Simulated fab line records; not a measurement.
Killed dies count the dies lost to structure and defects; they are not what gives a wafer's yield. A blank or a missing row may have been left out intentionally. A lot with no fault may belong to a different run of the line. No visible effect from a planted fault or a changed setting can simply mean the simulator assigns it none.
What tool caused it?    flow gf180mcu    Sampling: 13 lots, 39 wafers, 5 of 602 route steps

## WHAT EACH GAUGE READ, for each wafer
GF_POLY_GATE_OVL_MEAS_11. Usual: POLY_GATE_OVL 1 nm, standard deviation 6.3.
lot   measured      on          POLY_GATE_OVL (nm)  flag
L677  day 9 13:22   overlay-01  1 -4 -3             
L678  day 9 17:52   overlay-02  -2 4 0              
L679  day 10 02:40  overlay-01  -9 -6 -13           
L680  day 10 13:22  overlay-01  9 5 13              
L681  day 10 14:37  overlay-02  5 0 -1              
L689  day 13 01:43  overlay-01  1 9 10              
L690  day 13 08:21  overlay-02  11 5 14             
L691  day 13 16:48  overlay-01  2 -5 1              
L692  day 13 20:07  overlay-02  1 6 2               
L693  day 14 03:04  overlay-02  -2 1 -2             
L695  day 14 20:55  overlay-01  -2 -4 1             
L697  day 15 06:58  overlay-01  -6 6 6              
L699  day 15 20:09  overlay-01  2 2 0               

GF_HV_LDD_OVL_MEAS_32. Usual: HV_LDD_02_OVL -1.1 nm, standard deviation 1.2.
lot   measured      on          HV_LDD_02_OVL (nm)  flag
L677  day 11 22:31  overlay-01  0.3 -1.8 -0.8       
L678  day 12 03:40  overlay-01  0.1 -2.8 -0.9       
L679  day 12 13:18  overlay-01  -1.6 -1.1 -0.1      
L680  day 12 23:56  overlay-01  -1.2 -0.2 -1.9      
L681  day 13 03:40  overlay-01  0.5 -2.5 -1.4       
L689  day 15 19:07  overlay-01  0.2 -2.1 -2.0       
L690  day 16 04:22  overlay-02  -1.1 -1.4 -0.8      
L691  day 16 11:55  overlay-01  -2.5 -1.5 -4.5      
L692  day 16 17:26  overlay-02  -3.0 -3.1 -1.6      
L693  day 17 00:15  overlay-01  -1.7 -2.4 -2.5      
L695  day 17 20:24  overlay-02  -0.8 -2.1 0.1       
L697  day 18 05:37  overlay-01  0.2 -0.7 1.1        
L699  day 18 22:37  overlay-01  -0.6 -1.5 0.1       

GF_HV_LDD_RS_MEAS_53: a four-point-probe measurement. Usual: HV_LDD_RS 418.9 ohm/sq, standard deviation 0.81.
lot   measured      on             HV_LDD_RS (ohm/sq)  flag
L677  day 12 19:41  film metro-04  418.6 418.3 419.2   
L678  day 13 00:47  film metro-04  418.4 418.2 418.2   
L679  day 13 10:35  film metro-02  419.4 420.5 419.3   
L680  day 13 20:58  film metro-02  419.5 418.2 419.1   
L681  day 14 01:50  film metro-01  418.6 418.6 419.0   
L689  day 16 18:33  film metro-01  417.9 418.1 416.0   
L690  day 17 04:09  film metro-02  419.3 420.3 419.0   
L691  day 17 11:47  film metro-01  418.3 418.4 418.4   
L692  day 17 17:25  film metro-01  418.7 417.7 418.9   
L693  day 18 01:16  film metro-02  419.9 418.7 418.7   
L695  day 18 21:43  film metro-02  418.2 418.2 417.6   
L697  day 19 07:42  film metro-02  417.9 418.6 418.0   
L699  day 20 00:53  film metro-01  418.5 419.0 418.9   

GF_HV_LDD_THK_MEAS_55. Usual: HV_LDD_CVD_54_THK 10.04 nm, standard deviation 0.13.
lot   measured      on             HV_LDD_CVD_54_THK (nm)  flag
L677  day 12 21:59  film metro-04  10.00 10.00 9.83        
L678  day 13 02:26  film metro-04  10.18 10.27 10.12       
L679  day 13 11:43  film metro-01  9.96 10.05 10.06        
L680  day 13 22:37  film metro-02  10.07 10.14 10.06       
L681  day 14 03:46  film metro-01  10.11 10.16 10.14       
L689  day 16 20:13  film metro-02  10.19 10.17 10.15       
L690  day 17 05:49  film metro-04  4.86 4.66 4.95          OFF
L691  day 17 12:55  film metro-04  4.73 4.82 4.79          OFF
L692  day 17 18:34  film metro-02  9.81 9.84 9.87          
L693  day 18 02:23  film metro-01  10.11 10.09 10.07       
L695  day 18 22:50  film metro-04  9.89 9.89 9.86          
L697  day 19 09:21  film metro-01  10.20 10.17 10.24       
L699  day 20 02:01  film metro-02  10.11 10.18 10.10       

## WHICH TOOL RAN EACH LOT (tool, then ch and the chambers of the sampled wafers, then the start)
lot   GF_HV_LDD_CVD_54
L677  lpcvd-01 ch 0, day 12 20:27
L678  lpcvd-01 ch 0, day 13 00:54
L679  lpcvd-01 ch 0, day 13 10:41
L680  lpcvd-02 ch 0, day 13 21:05
L681  lpcvd-02 ch 1, day 14 02:44
L689  lpcvd-02 ch 0, day 16 18:40
L690  lpcvd-02 ch 1, day 17 04:16
L691  lpcvd-02 ch 1, day 17 11:54
L692  lpcvd-01 ch 0, day 17 17:32
L693  lpcvd-01 ch 0, day 18 01:21
L695  lpcvd-01 ch 1, day 18 21:47
L697  lpcvd-01 ch 0, day 19 07:49
L699  lpcvd-01 ch 1, day 20 01:00
- GF_HV_LDD_CVD_54: deposits SiO2 from TEOS, target thk 10 nm, time 75 s.

## AS READ BY THE TOOLS THEMSELVES (means over the sampled wafers that have a number; for cases with no such wafer, the mark the record gives instead)
GF_HV_LDD_CVD_54. Usual: spike tc lower C 681.2 C, standard deviation 1.5.
lot   tool      spike tc lower C (C)  flag
L677  lpcvd-01  681.0                 
L678  lpcvd-01  681.5                 
L679  lpcvd-01  682.2                 
L680  lpcvd-02  681.7                 
L681  lpcvd-02  680.2                 
L689  lpcvd-02  683.6                 
L690  lpcvd-02  679.3                 
L691  lpcvd-02  680.4                 
L692  lpcvd-01  681.4                 
L693  lpcvd-01  680.6                 
L695  lpcvd-01  682.4                 
L697  lpcvd-01  680.8                 
L699  lpcvd-01  682.2                 

## THE ANSWER, worked out from the rows above alone
Rule: take the mean of a lot's wafers that have a number; if it is more than 3 standard deviations from the usual mean, the lot is off. Also off: a lot with no number at a reading for which 4 or more lots have one. The other lots that the step has rows for count as sound. Order of review: gauges by route order, followed by the tools' own readings, for which a lot's mean as printed above is used. At the first step where some lot is off, the reading lying furthest off is the one used; lots without a number count as furthest.
Off: L690, L691, seen at GF_HV_LDD_THK_MEAS_55 (HV_LDD_CVD_54_THK).
If a tool, at a process step before that reading, ran all the lots that are off and no sound lot after the first of them, it fits. Gauges at GF_HV_LDD_THK_MEAS_55: tried the same way as those tools. One candidate fits, namely lpcvd-02 at GF_HV_LDD_CVD_54. Its last sound lot is L689 (day 16 18:40), its first lot that is off L690 (day 17 04:16): a fault that began between those two fits.

## WHAT THE SIMULATOR PUT IN
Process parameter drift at GF_HV_LDD_CVD_54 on lpcvd-02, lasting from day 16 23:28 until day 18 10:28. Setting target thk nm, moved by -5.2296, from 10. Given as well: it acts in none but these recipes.
Lots struck among those shown: L690, L691. The rule above reached the same finding.
